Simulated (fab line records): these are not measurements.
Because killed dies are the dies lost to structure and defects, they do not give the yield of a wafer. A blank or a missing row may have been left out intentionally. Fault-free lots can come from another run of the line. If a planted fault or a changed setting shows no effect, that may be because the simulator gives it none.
Which tool did it? + flow gf180mcu + 11 lots with 33 wafers sampled at 5 steps, on a route of 602 steps

== WHAT THE GAUGES READ, wafer by wafer ==
GF_PSD_CD_MEAS_07 targets a cd of 400 nm. Usual: 399.3 nm for cd-nm, sd 2.
| lot  | measured     | on        | cd-nm (nm)        | flag |
|------|--------------|-----------|-------------------|------|
| L602 | day 14 23:14 | cd-sem-01 | 396.7 400.2 398.5 |      |
| L603 | day 15 06:13 | cd-sem-01 | 399.3 398.5 398.0 |      |
| L606 | day 16 14:26 | cd-sem-02 | 399.4 398.7 395.7 |      |
| L607 | day 16 20:53 | cd-sem-02 | 402.3 405.0 404.4 |      |
| L608 | day 17 12:16 | cd-sem-01 | 404.0 405.2 405.2 |      |
| L616 | day 19 22:22 | cd-sem-02 | 401.9 400.0 402.3 |      |
| L617 | day 20 07:17 | cd-sem-01 | 401.6 400.2 402.0 |      |
| L618 | day 20 15:11 | cd-sem-02 | 399.8 400.5 395.8 |      |
| L619 | day 21 00:50 | cd-sem-02 | 394.8 396.7 398.2 |      |
| L621 | day 21 13:50 | cd-sem-01 | 402.1 403.3 405.1 |      |
| L623 | day 22 18:37 | cd-sem-02 | 400.5 400.3 399.3 |      |

GF_V1_THK_MEAS_03. Usual: V1_CVD_02_THK typically reads 848 nm, with standard deviation 11.
| lot  | measured     | on            | V1_CVD_02_THK (nm) | flag |
|------|--------------|---------------|--------------------|------|
| L602 | day 17 22:05 | film-metro-03 | 872 855 870        |      |
| L603 | day 18 07:02 | film-metro-02 | 842 843 853        |      |
| L606 | day 19 18:34 | film-metro-02 | 845 843 857        |      |
| L607 | day 19 23:55 | film-metro-03 | 831 845 839        |      |
| L608 | day 20 17:22 | film-metro-03 | 836 844 848        |      |
| L616 | day 23 01:26 | film-metro-02 | 831 863 848        |      |
| L617 | day 23 11:04 | film-metro-03 | 842 828 847        |      |
| L618 | day 23 17:59 | film-metro-04 | 838 852 858        |      |
| L619 | day 24 03:13 | film-metro-04 | 851 856 849        |      |
| L621 | day 24 15:04 | film-metro-02 | 830 850 849        |      |
| L623 | day 25 16:23 | film-metro-02 | 835 848 843        |      |

GF_M3_RS_MEAS_05: uses a four-point probe to measure. Usual: M3_ALCU_RS typically reads 0.0697 ohm/sq, with standard deviation 0.00076.
| lot  | measured     | on            | M3_ALCU_RS (ohm/sq)  | flag |
|------|--------------|---------------|----------------------|------|
| L602 | day 21 03:21 | film-metro-01 | 0.0711 0.0707 0.0710 |      |
| L603 | day 21 12:51 | film-metro-03 | 0.0694 0.0693 0.0700 |      |
| L606 | day 22 23:34 | film-metro-01 | 0.0703 0.0705 0.0707 |      |
| L607 | day 23 03:55 | film-metro-02 | 0.0708 0.0710 0.0706 |      |
| L608 | day 23 20:20 | film-metro-01 | 0.0703 0.0692 0.0698 |      |
| L616 | day 25 23:57 | film-metro-03 | 0.0698 0.0695 0.0698 |      |
| L617 | day 26 09:44 | film-metro-02 | 0.0685 0.0684 0.0690 |      |
| L618 | day 26 15:29 | film-metro-02 | 0.0709 0.0710 0.0706 |      |
| L619 | day 26 23:31 | film-metro-03 | 0.0684 0.0685 0.0688 |      |
| L621 | day 27 11:55 | film-metro-03 | 0.0710 0.0704 0.0706 |      |
| L623 | day 28 11:21 | film-metro-01 | 0.0697 0.0696 0.0694 |      |

== WHAT TOOL EACH LOT RAN ON (gives the tool, then ch and the chambers of the sampled wafers, and finally the start) ==
| lot  | GF_PSD_COAT_02                    | GF_PSD_STRIP_10                      |
|------|-----------------------------------|--------------------------------------|
| L602 | litho-track-01 ch 0, day 14 12:04 | plasma-asher-02 ch 0,1, day 14 23:31 |
| L603 | litho-track-04 ch 0, day 14 19:31 | plasma-asher-04 ch 0,1, day 15 06:32 |
| L606 | litho-track-02 ch 0, day 16 03:14 | plasma-asher-02 ch 0,1, day 16 14:45 |
| L607 | litho-track-01 ch 0, day 16 09:25 | plasma-asher-02 ch 0, day 16 21:11   |
| L608 | litho-track-01 ch 0, day 17 01:02 | plasma-asher-04 ch 0,1, day 17 12:34 |
| L616 | litho-track-02 ch 0, day 19 10:26 | plasma-asher-01 ch 0,1, day 19 22:41 |
| L617 | litho-track-01 ch 0, day 19 18:34 | plasma-asher-01 ch 0,1, day 20 07:35 |
| L618 | litho-track-02 ch 0, day 20 02:23 | plasma-asher-02 ch 0,1, day 20 15:29 |
| L619 | litho-track-04 ch 0, day 20 12:55 | plasma-asher-04 ch 0,1, day 21 01:08 |
| L621 | litho-track-04 ch 0, day 21 01:37 | plasma-asher-01 ch 0,1, day 21 14:08 |
| L623 | litho-track-02 ch 0, day 22 06:20 | plasma-asher-04 ch 0,1, day 22 18:55 |
- GF_PSD_COAT_02: resist thk 1000 nm.
- GF_PSD_STRIP_10: strips in O2/N2.

== AS READ BY THE TOOLS THEMSELVES (means over the sampled wafers that have a number; for cases with no such wafer, the mark the record gives instead) ==
GF_PSD_COAT_02. Usual: chill-plate-temp-C 22.98 C, standard deviation 0.11; spin-speed-rpm 2999.9 rpm, standard deviation 2.
| lot  | tool           | chill-plate-temp-C (C) | spin-speed-rpm (rpm) | flag |
|------|----------------|------------------------|----------------------|------|
| L602 | litho-track-01 | 23.02                  | 3001.9               |      |
| L603 | litho-track-04 | 23.05                  | 2998.5               |      |
| L606 | litho-track-02 | 22.98                  | 3002.3               |      |
| L607 | litho-track-01 | 23.06                  | 3323.6               | OFF  |
| L608 | litho-track-01 | 22.89                  | 3323.3               | OFF  |
| L616 | litho-track-02 | 22.96                  | 3001.1               |      |
| L617 | litho-track-01 | 23.05                  | 2999.6               |      |
| L618 | litho-track-02 | 23.18                  | 2997.1               |      |
| L619 | litho-track-04 | 22.92                  | 2999.5               |      |
| L621 | litho-track-04 | 22.86                  | 2999.1               |      |
| L623 | litho-track-02 | 23.00                  | 2997.6               |      |

GF_PSD_STRIP_10. Usual: drypump-motor-current-A 5.8 A, standard deviation 0.35; heater-power-w 346 W, standard deviation 22; o2-flow-sccm 3001 sccm, standard deviation 8.3; oes-product-au 0.592 a.u., standard deviation 0.0046; strip-time-to-endpoint-s 16.54 s, standard deviation 0.032.
| lot  | tool            | drypump-motor-current-A (A) | heater-power-w (W) | o2-flow-sccm (sccm) | oes-product-au (a.u.) | strip-time-to-endpoint-s (s) | flag |
|------|-----------------|-----------------------------|--------------------|---------------------|-----------------------|------------------------------|------|
| L602 | plasma-asher-02 | 5.9                         | 341                | 2996                | 0.597                 | 16.58                        |      |
| L603 | plasma-asher-04 | 5.8                         | 349                | 2999                | 0.592                 | 16.56                        |      |
| L606 | plasma-asher-02 | 5.9                         | 338                | 3000                | 0.593                 | 16.55                        |      |
| L607 | plasma-asher-02 | 6.1                         | 323                | 2999                | 0.589                 | 15.97                        | OFF  |
| L608 | plasma-asher-04 | 5.6                         | 337                | 3004                | 0.588                 | 15.96                        | OFF  |
| L616 | plasma-asher-01 | 6.0                         | 339                | 3003                | 0.588                 | 16.52                        |      |
| L617 | plasma-asher-01 | 6.0                         | 337                | 3001                | 0.591                 | 16.48                        |      |
| L618 | plasma-asher-02 | 5.6                         | 367                | 2999                | 0.595                 | 16.52                        |      |
| L619 | plasma-asher-04 | 5.9                         | 352                | 2999                | 0.597                 | 16.52                        |      |
| L621 | plasma-asher-01 | 6.0                         | 331                | 2996                | 0.592                 | 16.47                        |      |
| L623 | plasma-asher-04 | 5.9                         | 348                | 2999                | 0.595                 | 16.53                        |      |

== THE ANSWER, worked out from the rows above alone ==
Rule: lot off if the mean of its wafers having a number is beyond 3 standard deviations from the usual mean. A lot without any number at a reading at which 4 lots or more have one is off too. All remaining lots with rows at the step are treated as sound. First the gauges in route order, then the tools' own readings, where a lot's mean is used as printed above. The first step at which some lot is off is used, and at that step the reading that is off furthest; a lot without a number counts as furthest.
Off at GF_PSD_COAT_02 (spin-speed-rpm): L607, L608.
A tool fits if, at that step or a process step before it, it ran every lot that is off, and no sound lot after the first of them. Of those tried, none fits.

== WHAT WAS PUT IN BY THE SIMULATOR ==
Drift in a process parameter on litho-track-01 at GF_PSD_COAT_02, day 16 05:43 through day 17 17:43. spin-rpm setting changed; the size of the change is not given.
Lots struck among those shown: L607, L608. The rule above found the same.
